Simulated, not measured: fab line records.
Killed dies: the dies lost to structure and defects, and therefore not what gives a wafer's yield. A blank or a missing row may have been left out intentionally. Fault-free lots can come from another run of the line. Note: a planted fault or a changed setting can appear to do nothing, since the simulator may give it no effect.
A lot that was struck, set against a sound lot -- flow sky130 -- 16 steps out of a route of 708
Sound: these wafers, L123.2, L123.3, L123.4. Wafers struck: L131.2, L131.3, L131.4. At the end, the cause is stated.
At each step with rows: each side's tool, then ch and its chambers, then its first start. Under that, the readings that differ: sound wafers -- struck wafers -- difference of the means -- sigmas: that difference in standard deviations of wafers without a fault.
alike: readings with means less than 2 such deviations apart, plus words and numbers identical on both sides. not compared: withheld readings, readings lacking a value on some wafer, bounds such as >300 that could conceal the same value, and numbers that have no deviation in the record and whose values overlap.
The two part at a step that has a row with sigmas, a row that says differs or no value, or rows on one side only. Non-overlapping numbers with no deviation appear without sigmas and do not part them. A reading that every wafer of one side lacks parts them only if that side has two wafers or more.

first, 9 steps without rows for these wafers: SKY_CAPM_CLEAN_17 (cleans in O3/DIW); SKY_METAL3_DEHYDRATE_05 (time 60 s); SKY_METAL3_HMDS_06 (prime time 60 s); SKY_METAL3_COAT_07 (resist thk 60 nm); SKY_METAL3_COAT_08 (resist thk 1140 nm); SKY_METAL3_SOFTBAKE_09 (time 90 s); SKY_METAL3_EXPOSE_10 (exposes mask MM3, target cd 300 nm); SKY_METAL3_PEB_11; SKY_METAL3_DEVELOP_12 (develop time 60 s).
SKY_METAL3_CD_MEAS_13: the cd target is 300 nm.
  sound on cdSem-01, day 40 06:02; struck on cdSem-01, day 42 11:09
  alike: cdNm
SKY_METAL3_OVL_MEAS_14:
  sound on overlay-02, day 40 06:08; struck on overlay-01, day 42 11:16
  alike: METAL3_OVL
SKY_METAL3_DESCUM_15: chemistry O2, time 8 s.
  sound on rieMetal-03 ch 0,1, day 40 06:10; struck on rieMetal-03 ch 0,1, day 42 11:17
  alike: drypumpMotorCurrentA, oesProductAu, rfFwdPowerW
  not compared: rfHoursCounterH
SKY_METAL3_ETCH_16: etches BARC in N2/H2, stops on SiO2, time 88.2 s, target depth 60 nm.
  sound on rieMetal-03 ch 0,1, day 40 06:11; struck on rieMetal-03 ch 0,1, day 42 11:20
reading,sound,struck,difference,sigmas
rfFwdPowerW (W),497.2 494.9 497.9,576.3 576.4 577.0,+79.9,+42
model.SiO2_of_CAPM_CVD_00.thkNm (nm),15.4 15.34 15.54,14.85 14.61 14.73,-0.70,
  alike: drypumpMotorCurrentA, oesProductAu, throttleValvePct
  not compared: rfHoursCounterH, model.KrF-thick_of_METAL3_COAT_08.thkNm, model.METAL3.cdNm
SKY_METAL3_ETCH_17: etches SiO2 in C4F8/O2/Ar, stops on TiN, time 3.9 s, target depth 15 nm.
  sound on rieDiel-03 ch 0,2,3, day 40 06:17; struck on rieDiel-03 ch 0,2,3, day 42 11:28
  alike: oesProductAu, rfFwdPowerW
  not compared: rfHoursCounterH, model.METAL3.cdNm
SKY_METAL3_METAL_ETCH_18: etches the open film in Cl2/BCl3, stops on SiO2, target depth 845 nm, time 183.1 s.
  sound on rieMetal-01 ch 0,1, day 40 06:19; struck on rieMetal-04 ch 0,1, day 42 11:29
  alike: drypumpMotorCurrentA, oesProductAu, rfFwdPowerW, throttleValvePct
  not compared: rfHoursCounterH
-- the record jumps here: 7 days lie between the struck wafers' starts before and after (it left off in module METAL3 and takes up again in module PAD_OPEN, whose first step shown is number 708 of the route) --
SKY_PAD_OPEN_PROBE_99:
  sound on prober-02, day 47 07:18; struck on prober-01, day 49 00:41
  alike: defectLimitedYield, killed_at_M0_to_M3, killed_at_M4_up, killedAtContacts, killedAtFrontEnd, killedAtOther, killedDies, killedOpen, killedShort, sort_bin_3_pad_short, sort_bin_5_function, sort_bin_6_memory, sortNPass, sortYieldPct

== WHERE THEY PART ==
At SKY_METAL3_ETCH_16 and nowhere else, as far as this record goes. Later steps at which nothing parts them and some readings are alike: SKY_METAL3_ETCH_17, SKY_METAL3_METAL_ETCH_18, SKY_PAD_OPEN_PROBE_99.

WHY: whatever the simulator had introduced
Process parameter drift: rieMetal-03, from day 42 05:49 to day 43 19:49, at SKY_METAL3_ETCH_16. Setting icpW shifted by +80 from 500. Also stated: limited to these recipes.
